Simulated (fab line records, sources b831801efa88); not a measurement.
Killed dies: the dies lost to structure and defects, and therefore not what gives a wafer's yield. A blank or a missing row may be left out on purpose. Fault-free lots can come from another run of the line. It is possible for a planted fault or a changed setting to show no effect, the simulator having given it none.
fab line records	flow sky130
record: lots: 10	wafers: 30	last-day: 50
route steps=708 shown SD_P@327 SD_N@351 PAD_OPEN@708
lots that met no fault: from a run of the same line without faults
start-h: hours from the record's first day to the start of the lot's first wafer shown	wait-h: how many hours have passed since the lot's step before this one	" as in the row above	L1.1+2: several wafers, shown together as one row	- either no value or no given start	* or withheld: withheld	< > ~ a bound
route shown NAME@n: NAME is a module with steps in the file, n the number in the route of the first one	usual: mean/standard deviation of fault-free wafers	same: alike in all rows	chamber/n: place in a boat	sites: per-site readings	_std_site: their standard deviation	_edge_site: inner sites' mean taken away from outer sites' mean	radius-mm: for every site, how far away it sits from the centre of the wafer	mask NAME#n: copy n	behind: tool/chamber where the wafer was last shaped	hold: why the lot went on hold/how many hours it stayed there/how the hold came to an end	device: names the non-switching transistor (n, p or np)	end of line: tests run on the same wafers once the route is complete	step lacking rows: just its recipe	killed: dies that structure and defects cost at the first sort, which is not the same as the wafer's yield	map: a wafer's dies, marking killed ones x, the rest . and places with no die _
set.NAME: the setting that was run; set.NAME@STEP: the one run at that earlier step	model.NAME: the simulator's own value behind a step, which no gauge read
steps of the route over a sample of lots; a table a step, a row a wafer
services: when a tool's chamber went out of use (start-h, in hours from the record's first day, below 0 if earlier), for how many hours, and the reason
== steps ==
step: SKY_SD_P_CD_MEAS_07
recipe: target-cd-nm: 380
usual: cd-nm: 379/3.2
lot.wafer	tool	chamber	start-h	wait-h	cd-nm
L814.1	cd-sem-02	-	574.24	0.1	377
L814.3	"	-	"	"	378
L814.5	"	-	"	"	377
L815.2	cd-sem-01	-	580.72	0.1	381
L815.5	"	-	"	"	380
L815.6	"	-	"	"	382
L817.2	cd-sem-02	-	616.81	0.1	376
L817.4	"	-	"	"	375
L817.5	"	-	"	"	376
L818.1	cd-sem-02	-	626.33	0.1	380
L818.5	"	-	"	"	379
L818.6	"	-	"	"	380
L828.2	cd-sem-01	-	697.26	0.1	379
L828.3	"	-	"	"	380
L828.4	"	-	"	"	380
L829.2	cd-sem-01	-	710.05	0.1	380
L829.5	"	-	"	"	379
L829.6	"	-	"	"	380
L831.3	cd-sem-02	-	722.48	0.1	381
L831.4	"	-	"	"	378
L831.6	"	-	"	"	382
L835.1	cd-sem-02	-	776.85	0.1	381
L835.3	"	-	"	"	380
L835.5	"	-	"	"	381
L836.2	cd-sem-01	-	777.20	0.1	379
L836.3	"	-	"	"	377
L836.6	"	-	"	"	381
L837.4	cd-sem-02	-	782.11	0.1	379
L837.5	"	-	"	"	381
L837.6	"	-	"	"	378
step: SKY_SD_P_STRIP_10
recipe: chemistry: O2/N2	power-w: 1400	pressure-mtorr: 1500	platen-temp-c: withheld	o2-flow-sccm: 3000	n2-flow-sccm: 300	overash-fraction: 0.5
usual: drypump-motor-current-A: 5.8/0.39	oes-product-au: 0.618/0.0045	strip-time-to-endpoint-s: 17.47/0.044
lot.wafer	tool	chamber	start-h	wait-h	drypump-motor-current-A	oes-product-au	rf-hours-counter-h	strip-time-to-endpoint-s
L814.1	plasma-asher-02	1	574.54	0.1	5.7	0.611	88	17.50
L814.3	"	0	"	"	6.1	0.622	-	17.52
L814.5	"	0	"	"	6.1	0.621	-	17.51
L815.2	plasma-asher-03	0	581.00	0.1	5.0	0.613	15	17.47
L815.5	"	0	"	"	5.0	0.619	-	17.46
L815.6	"	1	"	"	6.1	0.622	-	17.49
L817.2	plasma-asher-02	0	617.09	0.1	6.1	0.618	93	17.44
L817.4	"	0	"	"	6.1	0.615	-	17.44
L817.5	"	0	"	"	6.0	0.621	-	17.43
L818.1	plasma-asher-02	0	626.64	0.1	6.1	0.615	94	17.54
L818.5	"	1	"	"	5.8	0.633	-	17.50
L818.6	"	0	"	"	6.0	0.618	-	17.54
L828.2	plasma-asher-02	0	697.54	0.1	6.0	0.617	101	17.48
L828.3	"	1	"	"	5.8	0.620	-	17.46
L828.4	"	0	"	"	6.1	0.625	-	17.47
L829.2	plasma-asher-02	1	710.34	0.1	5.7	0.616	102	17.49
L829.5	"	0	"	"	6.0	0.620	-	17.49
L829.6	"	1	"	"	5.7	0.616	-	17.45
L831.3	plasma-asher-02	0	722.78	0.1	6.0	0.622	-	17.43
L831.4	"	1	"	"	5.8	0.621	-	17.46
L831.6	"	0	"	"	6.1	0.619	-	17.46
L835.1	plasma-asher-01	0	777.15	0.1	6.1	0.614	93	17.49
L835.3	"	1	"	"	5.7	0.607	-	17.44
L835.5	"	1	"	"	5.7	0.623	-	17.47
L836.2	plasma-asher-03	1	777.49	0.1	6.1	0.623	34	17.41
L836.3	"	0	"	"	5.0	0.613	-	17.44
L836.6	"	1	"	"	6.1	0.624	-	17.43
L837.4	plasma-asher-02	1	782.39	0.1	5.7	0.608	-	17.47
L837.5	"	0	"	"	6.0	0.616	-	17.47
L837.6	"	1	"	"	5.8	0.614	-	17.45
step: SKY_SD_P_TW_MEAS_11
usual: SD_P_TW: 2849/30
lot.wafer	tool	chamber	start-h	wait-h	SD_P_TW
L814.1	film-metro-02	-	574.64	0.1	2866
L814.3	"	-	"	"	2871
L814.5	"	-	"	"	2858
L815.2	film-metro-03	-	581.11	0.1	2843
L815.5	"	-	"	"	2845
L815.6	"	-	"	"	2844
L817.2	film-metro-01	-	617.20	0.1	2814
L817.4	"	-	"	"	2814
L817.5	"	-	"	"	2819
L818.1	film-metro-02	-	626.74	0.1	2862
L818.5	"	-	"	"	2885
L818.6	"	-	"	"	2869
L828.2	film-metro-02	-	697.65	0.1	2873
L828.3	"	-	"	"	2863
L828.4	"	-	"	"	2873
L829.2	film-metro-02	-	710.45	0.1	2862
L829.5	"	-	"	"	2856
L829.6	"	-	"	"	2871
L831.3	film-metro-02	-	722.86	0.1	2850
L831.4	"	-	"	"	2861
L831.6	"	-	"	"	2854
L835.1	film-metro-03	-	777.25	0.1	2868
L835.3	"	-	"	"	2869
L835.5	"	-	"	"	2853
L836.2	film-metro-03	-	777.60	0.1	2843
L836.3	"	-	"	"	2855
L836.6	"	-	"	"	2858
L837.4	film-metro-03	-	782.48	0.1	2856
L837.5	"	-	"	"	2844
L837.6	"	-	"	"	2863
step: SKY_SD_N_IMPLANT_09
recipe: species: As	energy-kev: 50	dose-cm2: 4e+15	tilt-deg: 0
usual: beam-energy-keV: 50.002/0.017	beam-on-s: 21.3/2.7	end-station-pressure-torr: 1.18e-05/1.5e-06
lot.wafer	tool	chamber	start-h	wait-h	beam-energy-keV	beam-on-s	end-station-pressure-torr
L814.1	implanter-04	0	632.54	0.0	50.052	23.8	1.09e-05
L814.3	"	0	"	"	50.014	23.7	9.8e-06
L814.5	"	0	"	"	50.028	23.7	1.08e-05
L815.2	implanter-02	0	638.76	0.0	50.003	22.4	1.15e-05
L815.5	"	0	"	"	49.995	20.7	1.15e-05
L815.6	"	0	"	"	50.017	20.8	1.16e-05
L817.2	implanter-02	0	674.38	0.0	49.976	22.0	1.13e-05
L817.4	"	0	"	"	50.001	21.1	1.06e-05
L817.5	"	0	"	"	49.978	21.2	1.14e-05
L818.1	implanter-02	0	683.90	0.0	49.979	21.3	1.12e-05
L818.5	"	0	"	"	50.003	21.4	1.22e-05
L818.6	"	0	"	"	49.997	20.8	1.26e-05
L828.2	implanter-01	0	749.03	0.0	50.015	17.1	1.5e-05
L828.3	"	0	"	"	50.000	16.8	1.31e-05
L828.4	"	0	"	"	50.019	16.5	1.53e-05
L829.2	implanter-02	0	760.62	0.0	67.912	22.1	1.26e-05
L829.5	"	0	"	"	67.899	20.9	1.12e-05
L829.6	"	0	"	"	67.919	21.2	1.15e-05
L831.3	implanter-02	0	775.35	0.1	67.907	21.1	1.17e-05
L831.4	"	0	"	"	67.914	21.4	1.22e-05
L831.6	"	0	"	"	67.910	20.8	1.1e-05
L835.1	implanter-04	0	827.89	0.0	50.025	23.7	1.1e-05
L835.3	"	0	"	"	50.008	23.4	1.03e-05
L835.5	"	0	"	"	49.999	24.4	1.12e-05
L836.2	implanter-04	0	829.42	0.0	50.013	23.6	1.04e-05
L836.3	"	0	"	"	50.009	23.3	1.04e-05
L836.6	"	0	"	"	50.004	23.2	1.09e-05
L837.4	implanter-04	0	832.55	0.2	50.001	23.8	1.01e-05
L837.5	"	0	"	"	50.005	24.1	1.08e-05
L837.6	"	0	"	"	50.015	23.6	1.01e-05
step: SKY_SD_N_STRIP_11
recipe: chemistry: O2/N2	power-w: 1400	pressure-mtorr: 1500	platen-temp-c: withheld	o2-flow-sccm: 3000	n2-flow-sccm: 300	overash-fraction: 0.5
usual: drypump-motor-current-A: 5.96/0.21	oes-product-au: 0.528/0.0051	strip-time-to-endpoint-s: 22.55/0.035
lot.wafer	tool	chamber	start-h	wait-h	drypump-motor-current-A	oes-product-au	rf-hours-counter-h	strip-time-to-endpoint-s
L814.1	plasma-asher-04	0	632.84	0.1	6.25	0.529	51	22.59
L814.3	"	0	"	"	6.27	0.524	-	22.62
L814.5	"	1	"	"	5.80	0.529	-	22.60
L815.2	plasma-asher-04	0	639.04	0.1	6.24	0.521	52	22.58
L815.5	"	0	"	"	6.26	0.524	-	22.58
L815.6	"	1	"	"	5.77	0.526	-	22.57
L817.2	plasma-asher-01	0	674.65	0.1	6.09	0.524	84	22.55
L817.4	"	0	"	"	6.09	0.533	-	22.58
L817.5	"	1	"	"	5.71	0.530	-	22.58
L818.1	plasma-asher-04	0	684.20	0.1	6.27	0.521	56	22.55
L818.5	"	1	"	"	5.84	0.529	-	22.57
L818.6	"	0	"	"	6.25	0.523	-	22.57
L828.2	plasma-asher-01	1	749.30	0.1	5.68	0.532	91	22.61
L828.3	"	0	"	"	6.07	0.531	-	22.51
L828.4	"	1	"	"	5.71	0.530	-	22.57
L829.2	plasma-asher-04	1	760.89	0.1	5.83	0.490	64	25.25
L829.5	"	0	"	"	6.26	0.490	-	25.29
L829.6	"	1	"	"	5.82	0.496	-	25.23
L831.3	plasma-asher-04	1	775.64	0.1	5.77	0.492	-	25.19
L831.4	"	0	"	"	6.26	0.492	-	25.22
L831.6	"	0	"	"	6.25	0.486	-	25.25
L835.1	plasma-asher-01	0	828.19	0.1	6.06	0.525	99	22.55
L835.3	"	0	"	"	6.08	0.524	-	22.53
L835.5	"	0	"	"	6.08	0.520	-	22.53
L836.2	plasma-asher-01	0	829.69	0.1	6.07	0.520	99	22.53
L836.3	"	1	"	"	5.72	0.527	-	22.57
L836.6	"	0	"	"	6.08	0.526	-	22.54
L837.4	plasma-asher-04	1	832.80	0.1	5.79	0.521	-	22.58
L837.5	"	1	"	"	5.80	0.525	-	22.56
L837.6	"	0	"	"	6.26	0.532	-	22.54
step: SKY_SD_N_TW_MEAS_12
usual: SD_N_TW: 4020/53
lot.wafer	tool	chamber	start-h	wait-h	hold	SD_N_TW
L814.1	film-metro-02	-	632.94	0.1	-	4084
L814.3	"	-	"	"	-	4078
L814.5	"	-	"	"	-	4066
L815.2	film-metro-01	-	639.15	0.1	-	3950
L815.5	"	-	"	"	-	3935
L815.6	"	-	"	"	-	3962
L817.2	film-metro-03	-	674.76	0.1	-	4054
L817.4	"	-	"	"	-	4048
L817.5	"	-	"	"	-	4041
L818.1	film-metro-01	-	684.30	0.1	-	3958
L818.5	"	-	"	"	-	3952
L818.6	"	-	"	"	-	3932
L828.2	film-metro-02	-	749.41	0.1	-	4048
L828.3	"	-	"	"	-	4065
L828.4	"	-	"	"	-	4073
L829.2	film-metro-03	-	761.00	0.1	await-dispo/0.2h/release	4381
L829.5	"	-	"	"	await-dispo/0.2h/release	4350
L829.6	"	-	"	"	await-dispo/0.2h/release	4367
L829.2	film-metro-03	-	761.27	0.3	-	4360
L829.5	"	-	"	"	-	4371
L829.6	"	-	"	"	-	4361
L831.3	film-metro-03	-	775.72	0.1	await-dispo/0.2h/release	4372
L831.4	"	-	"	"	await-dispo/0.2h/release	4364
L831.6	"	-	"	"	await-dispo/0.2h/release	4397
L831.3	film-metro-03	-	776.07	0.3	-	4376
L831.4	"	-	"	"	-	4364
L831.6	"	-	"	"	-	4371
L835.1	film-metro-01	-	828.29	0.1	-	3949
L835.3	"	-	"	"	-	3941
L835.5	"	-	"	"	-	3963
L836.2	film-metro-02	-	829.80	0.1	-	4075
L836.3	"	-	"	"	-	4103
L836.6	"	-	"	"	-	4085
L837.4	film-metro-02	-	832.90	0.1	-	4066
L837.5	"	-	"	"	-	4075
L837.6	"	-	"	"	-	4067
step: SKY_SD_N_RS_MEAS_16
recipe: thk-meas-gauge: four-point-probe
usual: SD_N_RS: 68.58/0.13
lot.wafer	tool	chamber	start-h	wait-h	hold	SD_N_RS[ohm/sq]
L814.1	film-metro-03	-	633.23	0.1	-	68.59
L814.3	"	-	"	"	-	68.75
L814.5	"	-	"	"	-	68.60
L815.2	film-metro-03	-	639.44	0.1	-	68.73
L815.5	"	-	"	"	-	68.71
L815.6	"	-	"	"	-	68.67
L817.2	film-metro-02	-	675.06	0.1	-	68.56
L817.4	"	-	"	"	-	68.67
L817.5	"	-	"	"	-	68.46
L818.1	film-metro-02	-	684.59	0.1	-	68.41
L818.5	"	-	"	"	-	68.31
L818.6	"	-	"	"	-	68.40
L828.2	film-metro-03	-	749.71	0.1	-	68.59
L828.3	"	-	"	"	-	68.65
L828.4	"	-	"	"	-	68.47
L829.2	film-metro-01	-	763.12	0.1	await-dispo/0.2h/release	58.33
L829.5	"	-	"	"	await-dispo/0.2h/release	58.14
L829.6	"	-	"	"	await-dispo/0.2h/release	58.20
L829.2	film-metro-01	-	763.41	0.3	-	58.24
L829.5	"	-	"	"	-	58.21
L829.6	"	-	"	"	-	58.22
L831.3	film-metro-01	-	777.18	0.1	await-dispo/0.2h/release	58.23
L831.4	"	-	"	"	await-dispo/0.2h/release	58.29
L831.6	"	-	"	"	await-dispo/0.2h/release	58.33
L831.3	film-metro-01	-	777.64	0.4	-	58.38
L831.4	"	-	"	"	-	58.16
L831.6	"	-	"	"	-	58.19
L835.1	film-metro-02	-	828.58	0.1	-	68.57
L835.3	"	-	"	"	-	68.55
L835.5	"	-	"	"	-	68.36
L836.2	film-metro-03	-	830.10	0.1	-	68.78
L836.3	"	-	"	"	-	68.64
L836.6	"	-	"	"	-	68.66
L837.4	film-metro-02	-	833.25	0.1	-	68.56
L837.5	"	-	"	"	-	68.33
L837.6	"	-	"	"	-	68.55
step: SKY_PAD_OPEN_PROBE_99
usual: defect-limited-yield: 82.6/2	killed_at_M0_to_M3: 43/7.3	killed_at_M4_up: 3.1/1.7	killed-at-contacts: 24/4.7	killed-at-front-end: 15/4.6	killed-at-other: 0.3/0.55	killed-dies: 86/9.7	killed-on-rim: 17/4	killed-open: 47/6.7	killed-short: 39/6.5	sort_bin_3_pad_short: 0.9/0.41	sort_bin_5_function: 10.3/1.5	sort_bin_6_memory: 6.2/1.1	sort-n-pass: 406/9.7	sort-yield-pct: 82.6/2
same: gross-dies: 492	killed-at-back-side: 0	sort_bin_4_leakage[%]: 0	sort_bin_8_speed[%]: 0
lot.wafer	tool	chamber	start-h	wait-h	defect-limited-yield[%]	killed_at_M0_to_M3	killed_at_M4_up	killed-at-contacts	killed-at-front-end	killed-at-other	killed-dies	killed-on-rim	killed-open	killed-short	sort_bin_3_pad_short[%]	sort_bin_5_function[%]	sort_bin_6_memory[%]	sort-n-pass	sort-yield-pct[%]
L814.1	prober-01	-	1059.56	0.1	81.9	42	2	24	21	0	89	12	41	48	0.6	11.2	6.3	403	81.9
L814.3	prober-01	-	1059.66	0.2	80.5	45	3	27	20	1	96	20	50	46	1.2	11.0	7.3	396	80.5
L814.5	prober-01	-	1059.76	0.2	81.5	53	2	23	13	0	91	23	51	40	0.4	12.4	5.7	401	81.5
L815.2	prober-01	-	1064.11	0.1	81.7	36	7	26	21	0	90	20	40	50	1.4	10.0	6.9	402	81.7
L815.5	prober-01	-	1064.26	0.2	82.3	42	3	23	18	1	87	13	47	40	0.4	12.4	4.9	405	82.3
L815.6	prober-01	-	1064.31	0.2	81.9	53	4	11	20	1	89	15	49	40	1.2	9.6	7.3	403	81.9
L817.2	prober-01	-	1089.15	0.1	77.0	52	3	35	22	1	113	26	69	44	1.6	14.0	7.3	379	77.0
L817.4	prober-01	-	1089.25	0.2	83.9	37	3	23	16	0	79	12	48	31	0.8	10.8	4.5	413	83.9
L817.5	prober-01	-	1089.30	0.2	82.5	48	1	21	15	1	86	9	50	36	0.8	9.1	7.5	406	82.5
L818.1	prober-02	-	1099.37	0.1	81.9	40	2	31	16	0	89	15	50	39	1.0	9.8	7.3	403	81.9
L818.5	prober-02	-	1099.57	0.2	83.7	29	4	28	19	0	80	11	43	37	0.8	10.0	5.5	412	83.7
L818.6	prober-02	-	1099.62	0.2	82.5	39	4	30	13	0	86	16	49	37	0.6	10.6	6.3	406	82.5
L828.2	prober-01	-	1147.97	0.1	84.8	44	3	15	12	1	75	12	48	27	0.6	9.3	5.3	417	84.8
L828.3	prober-01	-	1148.02	0.2	84.1	40	7	16	13	2	78	18	36	42	1.0	8.3	6.5	414	84.1
L828.4	prober-01	-	1148.07	0.2	86.8	24	6	22	13	0	65	9	36	29	0.2	7.1	5.9	427	86.8
L835.1	prober-01	-	1197.31	0.1	82.1	43	5	21	19	0	88	15	50	38	0.8	10.6	6.5	404	82.1
L835.3	prober-01	-	1197.41	0.2	79.9	55	4	22	17	1	99	25	61	38	1.2	12.2	6.7	393	79.9
L835.5	prober-01	-	1197.51	0.2	84.8	38	5	22	9	1	75	16	40	35	1.0	8.9	5.3	417	84.8
L836.2	prober-01	-	1200.22	0.1	83.5	44	0	20	17	0	81	14	50	31	0.8	7.9	7.7	411	83.5
L836.3	prober-01	-	1200.27	0.2	82.9	38	2	28	15	1	84	15	46	38	1.2	8.9	6.9	408	82.9
L836.6	prober-01	-	1200.42	0.2	82.3	39	2	26	20	0	87	14	36	51	1.2	9.8	6.7	405	82.3
L837.4	prober-02	-	1202.95	0.2	84.8	36	3	22	14	0	75	11	42	33	1.0	8.1	6.1	417	84.8
L837.5	prober-02	-	1203.00	0.2	78.5	55	4	35	12	0	106	28	58	48	1.0	13.2	7.3	386	78.5
L837.6	prober-02	-	1203.05	0.2	81.3	46	4	29	13	0	92	13	56	36	0.2	12.2	6.3	400	81.3
killed by level:class
L814.1 VIA2:geometric-particle:short=8 CONTACT:geometric-particle:open=8 LI_CONTACT:geometric-particle:open=7 CONTACT:geometric-particle:short=7 METAL2:geometric-particle:short=7 VIA1:geometric-particle:short=6 FIELD_ISO:geometric-particle:open=5 FIELD_ISO:geometric-particle:short=4
L814.3 CONTACT:geometric-particle:open=12 VIA1:geometric-particle:open=9 POLY_GATE:geometric-particle:short=8 METAL2:geometric-particle:short=7 LI_CONTACT:geometric-particle:open=6 METAL1:geometric-particle:short=6 VIA3:geometric-particle:open=6 POLY_GATE:geometric-particle:open=4
L814.5 VIA1:geometric-particle:open=11 CONTACT:geometric-particle:open=9 METAL2:geometric-particle:short=8 VIA2:geometric-particle:open=8 FIELD_ISO:geometric-particle:open=5 METAL1:geometric-particle:short=5 LI_CONTACT:geometric-particle:open=5 VIA1:geometric-particle:short=5
L815.2 FIELD_ISO:geometric-particle:short=8 CONTACT:geometric-particle:open=8 LI_CONTACT:geometric-particle:open=7 VIA1:geometric-particle:open=6 VIA3:geometric-particle:short=6 VIA2:geometric-particle:short=6 CONTACT:geometric-particle:short=5 FIELD_ISO:geometric-particle:open=4
L815.5 VIA2:geometric-particle:open=11 VIA1:geometric-particle:open=10 LOCAL_INTERCONNECT:geometric-particle:short=6 CONTACT:geometric-particle:short=6 CONTACT:geometric-particle:open=6 METAL2:geometric-particle:short=5 VIA3:geometric-particle:open=5 FIELD_ISO:geometric-particle:short=4
L815.6 VIA1:geometric-particle:open=11 CONTACT:geometric-particle:open=10 METAL1:geometric-particle:short=9 VIA3:geometric-particle:open=8 VIA2:geometric-particle:open=6 FIELD_ISO:geometric-particle:open=5 VIA3:geometric-particle:short=5 METAL2:geometric-particle:short=5
L817.2 CONTACT:geometric-particle:open=16 VIA2:geometric-particle:open=14 VIA1:geometric-particle:open=11 POLY_GATE:geometric-particle:open=7 LI_CONTACT:geometric-particle:open=7 CONTACT:geometric-particle:short=6 FIELD_ISO:geometric-particle:short=5 VIA1:geometric-particle:short=5
L817.4 VIA1:geometric-particle:open=11 VIA2:geometric-particle:open=10 CONTACT:geometric-particle:short=7 CONTACT:geometric-particle:open=7 POLY_GATE:geometric-particle:open=6 LI_CONTACT:geometric-particle:open=5 FIELD_ISO:geometric-particle:open=3 FIELD_ISO:geometric-particle:short=3
L817.5 VIA1:geometric-particle:open=14 CONTACT:geometric-particle:open=9 VIA2:geometric-particle:open=9 LI_CONTACT:geometric-particle:open=5 VIA1:geometric-particle:short=5 METAL2:geometric-particle:short=5 SPACER:geometric-particle:short=4 POLY_GATE:geometric-particle:open=3
L818.1 CONTACT:geometric-particle:open=11 VIA1:geometric-particle:open=8 LI_CONTACT:geometric-particle:open=7 VIA3:geometric-particle:open=7 LOCAL_INTERCONNECT:geometric-particle:short=6 POLY_GATE:geometric-particle:short=5 POLY_GATE:geometric-particle:open=5 VIA1:geometric-particle:short=5
L818.5 CONTACT:geometric-particle:open=11 METAL1:geometric-particle:short=9 VIA1:geometric-particle:open=8 LI_CONTACT:geometric-particle:open=7 CONTACT:geometric-particle:short=6 POLY_GATE:geometric-particle:open=5 FIELD_ISO:geometric-particle:open=4 POLY_GATE:geometric-particle:short=4
L818.6 CONTACT:geometric-particle:open=12 VIA1:geometric-particle:open=11 LI_CONTACT:geometric-particle:open=7 METAL2:geometric-particle:short=6 VIA3:geometric-particle:open=5 METAL3:geometric-particle:short=4 POLY_GATE:geometric-particle:short=4 LOCAL_INTERCONNECT:geometric-particle:short=4
L828.2 VIA1:geometric-particle:open=14 METAL2:geometric-particle:short=8 VIA2:geometric-particle:open=7 VIA3:geometric-particle:open=6 CONTACT:geometric-particle:open=6 CONTACT:geometric-particle:short=4 SPACER:geometric-particle:open=3 METAL1:geometric-particle:short=3
L828.3 VIA1:geometric-particle:open=7 VIA3:geometric-particle:open=7 FIELD_ISO:geometric-particle:short=6 LI_CONTACT:geometric-particle:open=5 CONTACT:geometric-particle:short=5 METAL1:geometric-particle:short=4 VIA1:geometric-particle:short=4 METAL4:geometric-particle:short=3
L828.4 CONTACT:geometric-particle:open=9 CONTACT:geometric-particle:short=6 VIA1:geometric-particle:open=6 POLY_GATE:geometric-particle:short=5 LI_CONTACT:geometric-particle:open=5 METAL1:geometric-particle:short=5 METAL4:geometric-particle:short=5 VIA3:geometric-particle:open=4
L835.1 CONTACT:geometric-particle:open=9 VIA1:geometric-particle:open=9 VIA2:geometric-particle:open=8 FIELD_ISO:geometric-particle:open=7 VIA3:geometric-particle:open=6 LOCAL_INTERCONNECT:geometric-particle:short=5 METAL3:geometric-particle:short=5 LI_CONTACT:geometric-particle:open=4
L835.3 VIA1:geometric-particle:open=15 VIA2:geometric-particle:open=8 CONTACT:geometric-particle:open=7 VIA3:geometric-particle:open=7 FIELD_ISO:geometric-particle:short=6 LI_CONTACT:geometric-particle:open=6 FIELD_ISO:geometric-particle:open=5 VIA1:geometric-particle:short=5
L835.5 VIA1:geometric-particle:open=10 VIA3:geometric-particle:open=7 VIA3:geometric-particle:short=6 LI_CONTACT:geometric-particle:open=6 CONTACT:geometric-particle:open=6 METAL4:geometric-particle:short=5 LI_CONTACT:geometric-particle:short=4 LOCAL_INTERCONNECT:geometric-particle:short=4
L836.2 VIA1:geometric-particle:open=16 VIA2:geometric-particle:open=8 CONTACT:geometric-particle:open=7 LI_CONTACT:geometric-particle:open=6 METAL1:geometric-particle:short=6 POLY_GATE:geometric-particle:short=5 POLY_GATE:geometric-particle:open=4 METAL2:geometric-particle:short=4
L836.3 CONTACT:geometric-particle:open=12 VIA1:geometric-particle:open=9 CONTACT:geometric-particle:short=8 LI_CONTACT:geometric-particle:open=7 VIA2:geometric-particle:open=6 FIELD_ISO:geometric-particle:short=5 METAL2:geometric-particle:short=5 POLY_GATE:geometric-particle:short=4
L836.6 METAL2:geometric-particle:short=11 VIA1:geometric-particle:open=9 POLY_GATE:geometric-particle:short=7 LOCAL_INTERCONNECT:geometric-particle:short=6 CONTACT:geometric-particle:open=6 LI_CONTACT:geometric-particle:open=5 VIA1:geometric-particle:short=5 FIELD_ISO:geometric-particle:short=4
L837.4 CONTACT:geometric-particle:open=7 VIA2:geometric-particle:open=7 VIA3:geometric-particle:open=6 LI_CONTACT:geometric-particle:open=5 VIA1:geometric-particle:open=5 FIELD_ISO:geometric-particle:short=4 POLY_GATE:geometric-particle:short=4 METAL1:geometric-particle:short=4
L837.5 VIA1:geometric-particle:open=10 LOCAL_INTERCONNECT:geometric-particle:short=9 VIA2:geometric-particle:open=9 METAL1:geometric-particle:short=8 CONTACT:geometric-particle:open=8 VIA3:geometric-particle:open=7 LI_CONTACT:geometric-particle:open=6 LI_CONTACT:geometric-particle:short=5
L837.6 VIA1:geometric-particle:open=14 CONTACT:geometric-particle:open=12 VIA3:geometric-particle:open=11 CONTACT:geometric-particle:short=6 LI_CONTACT:geometric-particle:open=5 METAL2:geometric-particle:short=5 VIA2:geometric-particle:open=4 POLY_GATE:geometric-particle:open=3
== services ==
tool	chamber	start-h	hours	kind
implanter-04	-	551.43	3.3	pm
implanter-02	-	568.28	1.3	repair
implanter-01	-	569.35	106.0	repair
plasma-asher-04	-	585.01	2.8	pm
implanter-04	-	588.65	12.4	pm
implanter-02	-	617.20	2.2	repair
implanter-02	-	624.29	1.6	repair
implanter-01	-	625.12	3.0	repair
plasma-asher-03	-	634.02	1.8	repair
implanter-02	-	652.27	4.1	pm
implanter-01	-	675.35	16.0	pm
implanter-02	-	684.65	3.9	pm
implanter-04	-	689.33	2.6	repair
implanter-04	-	697.89	7.5	pm
plasma-asher-02	-	733.75	9.0	pm
plasma-asher-03	-	734.14	3.5	repair
plasma-asher-04	-	739.09	2.0	repair
plasma-asher-02	-	744.18	2.7	repair
plasma-asher-01	-	749.83	0.6	repair
implanter-02	-	761.84	2.0	repair
implanter-04	-	807.26	0.8	repair
plasma-asher-03	-	814.14	14.6	pm
plasma-asher-01	-	823.15	2.8	pm
implanter-02	-	825.90	20.5	repair
== key ==
first-sign: step: SKY_SD_N_IMPLANT_09	reading: beam-energy-keV	direction: up	sigmas: 99+	usual: *	struck: *
effect: step: SKY_SD_N_STRIP_11	reading: strip-time-to-endpoint-s	direction: up	sigmas: 77	usual: *	struck: *
effect: step: SKY_SD_N_TW_MEAS_12	reading: visit	direction: added
effect: step: SKY_SD_N_TW_MEAS_12	reading: SD_N_TW	direction: up	sigmas: 6.6	usual: 4020	struck: 4372
effect: step: SKY_SD_N_RS_MEAS_16	reading: visit	direction: added
effect: step: SKY_SD_N_RS_MEAS_16	reading: SD_N_RS	direction: down	sigmas: 77	usual: 68.58	struck: 58.25
met-at SKY_SD_N_IMPLANT_09
struck-lots L829,L831
scrapped-behind SKY_SD_N_RS_MEAS_16 L829.2,L829.5,L829.6,L831.3,L831.4,L831.6
not-acting-at SKY_SD_P_CD_MEAS_07,SKY_SD_P_STRIP_10,SKY_SD_P_TW_MEAS_11
onset-between 683.90 760.62
fault: kind: process-parameter-drift	tool: implanter-02	chamber: -	onset-h: 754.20	steps: SKY_SD_N_IMPLANT_09	channel: energy-kev	offset: *	shape: step	end-h: 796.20	acts-in: *	stated: *
